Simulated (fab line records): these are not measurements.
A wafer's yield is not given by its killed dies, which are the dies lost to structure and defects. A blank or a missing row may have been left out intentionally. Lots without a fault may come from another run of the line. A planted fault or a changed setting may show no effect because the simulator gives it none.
What tool caused it?	flow sky130	14 lots with 42 wafers sampled at 3 steps, on a route of 708 steps

## WHAT THE GAUGES READ, wafer by wafer
SKY_METAL1_OVL_MEAS_16. Usual: METAL1_OVL 2 nm, standard deviation 5.6.
lot	measured	on	METAL1_OVL (nm)	flag
L278	day 33 03:56	overlay-01	7 6 8	
L286	day 35 11:36	overlay-01	-13 -8 -6	
L292	day 36 22:53	overlay-01	6 1 3	
L289	day 37 03:33	overlay-01	-3 -1 -9	
L293	day 37 17:05	overlay-02	11 9 14	
L294	day 37 22:23	overlay-02	1 10 9	
L295	day 38 09:29	overlay-01	-1 0 -1	
L296	day 38 14:50	overlay-02	-4 4 3	
L299	day 39 09:38	overlay-02	1 0 4	
L300	day 39 18:49	overlay-02	-1 4 -4	
L301	day 39 20:20	overlay-02	6 4 4	

## WHICH TOOL RAN EACH LOT (tool, then ch and the chambers of the sampled wafers, then the start)
lot	SKY_CONTACT_CVD_24	SKY_CONTACT_CMP_27
L278	cvd_w-02 ch 0,1, day 31 23:38	cmp-01 ch 0,1, day 31 23:53
L283	cvd_w-01 ch 0,1, day 33 07:30	cmp-01 ch 0,3, day 33 07:50
L285	cvd_w-02 ch 0, day 33 20:20	cmp-02 ch 1,2, day 33 20:38
L284	cvd_w-01 ch 0,1, day 33 21:39	cmp-01 ch 1,2,3, day 33 22:02
L286	cvd_w-01 ch 0,1, day 34 08:17	cmp-02 ch 1,2, day 34 08:32
L292	cvd_w-02 ch 0,1, day 35 20:06	cmp-02 ch 1,3, day 35 20:26
L289	cvd_w-01 ch 0,1, day 36 00:48	cmp-02 ch 0,1,3, day 36 01:05
L293	cvd_w-02 ch 0,1, day 36 15:34	cmp-01 ch 1,2,3, day 36 15:58
L294	cvd_w-02 ch 0,1, day 36 20:10	cmp-01 ch 0,1,3, day 36 20:27
L295	cvd_w-02 ch 1, day 37 06:14	cmp-01 ch 2,3, day 37 06:52
L296	cvd_w-02 ch 1, day 37 12:01	cmp-02 ch 0,1,2, day 37 12:25
L299	cvd_w-02 ch 0,1, day 38 07:38	cmp-01 ch 0,1,2, day 38 08:02
L300	cvd_w-02 ch 0,1, day 38 16:03	cmp-01 ch 1,2, day 38 16:21
L301	cvd_w-02 ch 0,1, day 38 17:51	cmp-02 ch 0,3, day 38 18:08
- SKY_CONTACT_CVD_24: deposits W, target thk 340 nm, time 102.12 s.
- SKY_CONTACT_CMP_27: polishes, stops on SiO2, t overpolish 15 s, target thk 0 nm.

## WHAT THE TOOLS THEMSELVES READ (means of the sampled wafers that have a number; where no wafer has one, the mark that the record gives instead)
SKY_CONTACT_CVD_24. Usual: heater_power_w reads 971 W (standard deviation 73).
lot	tool	heater_power_w (W)	flag
L278	cvd_w-02	961	
L283	cvd_w-01	1036	
L285	cvd_w-02	908	
L284	cvd_w-01	1044	
L286	cvd_w-01	1038	
L292	cvd_w-02	953	
L289	cvd_w-01	1035	
L293	cvd_w-02	942	
L294	cvd_w-02	933	
L295	cvd_w-02	1001	
L296	cvd_w-02	993	
L299	cvd_w-02	971	
L300	cvd_w-02	970	
L301	cvd_w-02	953	

SKY_CONTACT_CMP_27. Usual: edge_zone_pressure_frac 1.000, standard deviation 0.0055; head_pressure_psi 3.499 psi, standard deviation 0.0081; motor_current_A 10.4 A, standard deviation 0.62; overpolish_run_s 15.001 s, standard deviation 0.0081; time_to_endpoint_s 82.6 s, standard deviation 2.8.
lot	tool	edge_zone_pressure_frac	head_pressure_psi (psi)	motor_current_A (A)	overpolish_run_s (s)	time_to_endpoint_s (s)	flag
L278	cmp-01	1.000	3.497	10.5	14.997	83.7	
L283	cmp-01	-	-	-	-	-	OFF
L285	cmp-02	-	-	-	-	-	OFF
L284	cmp-01	-	-	-	-	-	OFF
L286	cmp-02	0.999	3.491	10.6	15.003	83.0	
L292	cmp-02	0.999	3.501	10.5	15.000	79.7	
L289	cmp-02	1.001	3.493	10.1	15.001	81.4	
L293	cmp-01	1.002	3.495	10.2	15.001	87.4	
L294	cmp-01	0.999	3.492	10.5	15.000	85.1	
L295	cmp-01	1.001	3.497	11.1	14.998	80.8	
L296	cmp-02	1.002	3.493	10.4	14.998	82.1	
L299	cmp-01	0.998	3.498	10.4	15.005	80.6	
L300	cmp-01	0.999	3.497	10.0	14.997	82.1	
L301	cmp-02	1.000	3.506	10.0	15.000	81.0	

## THE ANSWER, worked out from the rows above alone
Rule: take the mean of a lot's wafers that have a number; if it is more than 3 standard deviations from the usual mean, the lot is off. Also off: a lot with no number at a reading for which 4 or more lots have one. Where the step has rows for the other lots, those lots are counted as sound. First the gauges in route order, then the tools' own readings, where a lot's mean is used as printed above. At the first step where some lot is off, the reading lying furthest off is the one used; lots without a number count as furthest.
Off at SKY_CONTACT_CMP_27 (edge_zone_pressure_frac): L283, L285, L284. Without a number there: L283, L285, L284.
A tool fits if, at that step or a process step before it, it ran every lot that is off, and no sound lot after the first of them. Not one of the candidates tried fits.

## WHAT THE SIMULATOR PUT IN
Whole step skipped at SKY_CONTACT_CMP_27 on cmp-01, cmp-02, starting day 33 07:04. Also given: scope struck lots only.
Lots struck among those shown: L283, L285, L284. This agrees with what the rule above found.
